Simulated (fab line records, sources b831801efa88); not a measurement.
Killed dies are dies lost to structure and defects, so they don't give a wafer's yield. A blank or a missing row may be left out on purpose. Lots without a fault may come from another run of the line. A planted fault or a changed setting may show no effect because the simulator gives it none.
Chamber matching | flow gf180mcu | GF_SAB_CVD_00 on pecvd-03: 3 sister chambers
The step deposits SiO2 from TEOS, target thk 50 nm, time 4.9302 s. 3 wafers are shown with their chamber, then 7 later ones without.

WAFERS WITH THEIR CHAMBER
wafer  | chamber | heater_power_w (W)
L334.2 | 2       | 574
L343.3 | 1       | 584
L343.4 | 0       | 425

WAFERS WITHOUT THEIR CHAMBER
wafer  | heater_power_w (W)
L343.5 | 589
L344.1 | 620
L344.2 | 639
L344.5 | 466
L348.2 | 638
L348.5 | 446
L348.6 | 591

WHICH CHAMBER EACH WENT THROUGH
wafer  | from the rows above     | in truth
L343.5 | can't be placed: 1 or 2 | 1
L344.1 | can't be placed: 1 or 2 | 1
L344.2 | can't be placed: 1 or 2 | 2
L344.5 | can't be placed: 0 or 2 | 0
L348.2 | can't be placed: 1 or 2 | 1
L348.5 | 0                       | 0
L348.6 | can't be placed: 1 or 2 | 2
Placed correctly: 1 of 7. Can't be placed from these rows: 6 (the true chamber is among the candidates in 6). Placed wrongly: 0.
How it was worked out, from the rows above alone: a wafer's distance from a chamber is the root of the sum, over the readings, of the square of ((its reading less the chamber's mean) divided by the reading's scatter). The wafer belongs to the nearest chamber; if the next one is less than 2 further off, it can't be placed. A chamber's mean is the mean of its shown wafers. The scatter: with one shown wafer a chamber, the root of the mean of the squares of how far each hidden wafer lies from its nearest shown one.
